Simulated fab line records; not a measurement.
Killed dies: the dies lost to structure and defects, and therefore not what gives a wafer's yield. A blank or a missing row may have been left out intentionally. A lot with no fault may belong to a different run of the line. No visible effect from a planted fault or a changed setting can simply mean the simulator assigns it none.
Struck lot and sound lot, side by side | flow sky130 | 14 steps out of a route of 708
Sound: the wafers L881.2, L881.3, L881.5. Wafers struck: L890.3, L890.5, L890.6. The cause comes at the end.
Per side, at each step with rows, come the tool, then ch with its chambers, and then its first start. Under that, the readings that differ: sound wafers | struck wafers | difference of the means | sigmas: that difference in standard deviations of wafers without a fault.
alike: same words and numbers on both sides, and readings whose means sit less than 2 such deviations apart. not compared: any withheld reading, any reading some wafer has no value for, any bound like >300 that may hide the same value, and any number with overlapping values for which the record gives no deviation.
The two part at a step that has a row with sigmas, a row that says differs or no value, or rows on one side only. Numbers that have no deviation but don't overlap get no sigmas and don't part them. A reading missing from all wafers of one side parts the sides only when that side holds two or more wafers.

first, 1 step without rows for these wafers: SKY_VT_ADJUST_LVTN_IMPLANT_19.
SKY_VT_ADJUST_LVTN_STRIP_20: strips in O2/N2.
  sound on plasma-asher-01 ch 0, day 11 02:28; struck on plasma-asher-03 ch 0,1, day 14 08:42
  reading                     | sound       | struck      | difference | sigmas
  drypump-motor-current-A (A) | 4.8 4.8 4.8 | 5.7 5.7 5.5 | +0.8       | +2
  alike: oes-product-au, strip-time-to-endpoint-s
  not compared: rf-hours-counter-h
SKY_VT_ADJUST_LVTN_TW_MEAS_21:
  struck on film-metro-03, day 14 08:47; sound on film-metro-02, day 11 02:35
  reading             | sound             | struck            | difference | sigmas
  VT_ADJUST_LVTN_2_TW | 188.7 188.5 189.7 | 185.9 186.6 186.9 | -2.5       | -2
then, 7 steps without rows for these wafers: SKY_VT_ADJUST_NCORE_DEHYDRATE_00 (time 60 s); SKY_VT_ADJUST_NCORE_HMDS_01 (prime time 60 s); SKY_VT_ADJUST_NCORE_COAT_02 (resist thk 1140 nm); SKY_VT_ADJUST_NCORE_SOFTBAKE_03 (time 60 s); SKY_VT_ADJUST_NCORE_EXPOSE_04 (exposes mask LVTN COMPLEMENT THIN, target cd 380 nm); SKY_VT_ADJUST_NCORE_PEB_05; SKY_VT_ADJUST_NCORE_DEVELOP_06 (develop time 60 s).
SKY_VT_ADJUST_NCORE_CD_MEAS_07: target cd 380 nm.
  struck on cd-sem-01, day 15 11:07; sound on cd-sem-01, day 12 02:40
  alike: cd-nm
SKY_VT_ADJUST_NCORE_OVL_MEAS_08:
  struck on overlay-02, day 15 11:13; sound on overlay-01, day 12 02:46
  reading                  | sound       | struck         | difference | sigmas
  VT_ADJUST_NCORE_OVL (nm) | 2.6 1.9 2.4 | -3.2 -2.5 -3.5 | -5.4       | -3
SKY_VT_ADJUST_NCORE_IMPLANT_09:
  sound on implanter-02 ch 0, day 12 02:49; struck on implanter-02 ch 0, day 15 11:17
  reading            | sound                           | struck                           | difference  | sigmas
  dose-ions-cm2      | 2.402e+12 2.3928e+12 2.3974e+12 | 2.3465e+12 2.3429e+12 2.3411e+12 | -5.3900e+10 | -19
  faraday-current-uA | 13.59 13.23 13.93               | 12.77 13.06 13.38                | -0.51       | -2
SKY_VT_ADJUST_NCORE_STRIP_10: strips in O2/N2.
  sound on plasma-asher-04 ch 0,1, day 12 02:56; struck on plasma-asher-02 ch 0,1, day 15 11:25
  alike: drypump-motor-current-A, oes-product-au, strip-time-to-endpoint-s
  not compared: rf-hours-counter-h

## WHERE THEY PART
At SKY_VT_ADJUST_LVTN_STRIP_20 first; at SKY_VT_ADJUST_NCORE_IMPLANT_09 last (within this record only). Later steps at which nothing parts them and some readings are alike: SKY_VT_ADJUST_NCORE_STRIP_10.

WHY: the cause the simulator had injected
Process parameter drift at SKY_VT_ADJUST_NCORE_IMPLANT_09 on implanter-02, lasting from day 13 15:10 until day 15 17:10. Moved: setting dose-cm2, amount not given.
